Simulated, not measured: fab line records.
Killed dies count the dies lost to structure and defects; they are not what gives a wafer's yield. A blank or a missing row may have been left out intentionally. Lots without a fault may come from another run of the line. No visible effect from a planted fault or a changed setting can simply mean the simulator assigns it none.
Matching of chambers || flow gf180mcu || GF_V3_ETCH_16 on rie diel-03: 4 sister chambers
The step etches BARC in N2/H2. 8 wafers are shown with their chamber, then 8 later ones without.

EACH WAFER AND ITS CHAMBER
{"wafer": "L956.4", "chamber": 2, "drypump motor current A (A)": 5.5, "oes product au (a.u.)": 0.860}
{"wafer": "L958.3", "chamber": 0, "drypump motor current A (A)": 5.5, "oes product au (a.u.)": 0.853}
{"wafer": "L958.5", "chamber": 3, "drypump motor current A (A)": 4.9, "oes product au (a.u.)": 0.864}
{"wafer": "L958.6", "chamber": 0, "drypump motor current A (A)": 5.5, "oes product au (a.u.)": 0.851}
{"wafer": "L959.1", "chamber": 1, "drypump motor current A (A)": 5.5, "oes product au (a.u.)": 0.856}
{"wafer": "L959.2", "chamber": 3, "drypump motor current A (A)": 4.9, "oes product au (a.u.)": 0.864}
{"wafer": "L959.3", "chamber": 2, "drypump motor current A (A)": 5.4, "oes product au (a.u.)": 0.859}
{"wafer": "L961.1", "chamber": 1, "drypump motor current A (A)": 5.5, "oes product au (a.u.)": 0.848}

WAFERS WITH NO CHAMBER GIVEN
{"wafer": "L961.2", "drypump motor current A (A)": 5.4, "oes product au (a.u.)": 0.857}
{"wafer": "L961.6", "drypump motor current A (A)": 5.5, "oes product au (a.u.)": 0.857}
{"wafer": "L972.1", "drypump motor current A (A)": 5.5, "oes product au (a.u.)": 0.852}
{"wafer": "L972.2", "drypump motor current A (A)": 4.9, "oes product au (a.u.)": 0.852}
{"wafer": "L972.3", "drypump motor current A (A)": 5.4, "oes product au (a.u.)": 0.854}
{"wafer": "L976.4", "drypump motor current A (A)": 5.5, "oes product au (a.u.)": 0.862}
{"wafer": "L976.5", "drypump motor current A (A)": 5.5, "oes product au (a.u.)": 0.854}
{"wafer": "L976.6", "drypump motor current A (A)": 5.5, "oes product au (a.u.)": 0.859}

CHAMBER TAKEN BY EACH
{"wafer": "L961.2", "from the rows above": "can't be placed: 2 or 0 or 1", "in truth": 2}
{"wafer": "L961.6", "from the rows above": "can't be placed: 2 or 0 or 1", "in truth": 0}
{"wafer": "L972.1", "from the rows above": "can't be placed: 0 or 1", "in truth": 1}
{"wafer": "L972.2", "from the rows above": 3, "in truth": 3}
{"wafer": "L972.3", "from the rows above": "can't be placed: 2 or 0 or 1", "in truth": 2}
{"wafer": "L976.4", "from the rows above": "can't be placed: 2 or 0 or 1", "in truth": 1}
{"wafer": "L976.5", "from the rows above": "can't be placed: 0 or 1 or 2", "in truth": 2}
{"wafer": "L976.6", "from the rows above": "can't be placed: 2 or 0 or 1", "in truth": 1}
1 of 8 placed correctly. Can't be placed from these rows: 7 (the true chamber is among the candidates in 7). Placed wrongly: 0.
How it was worked out, from the rows above alone: a wafer's distance from a chamber is the root of the sum, over the readings, of the square of ((its reading less the chamber's mean) divided by the reading's scatter). The wafer belongs to the nearest chamber; if the next one is less than 2 further off, it can't be placed. The mean given for a chamber averages the wafers shown for that chamber. The scatter is the square root of a quotient: the sum, over the shown wafers, of each reading's squared deviation from its chamber's mean, divided by wafers minus chambers.
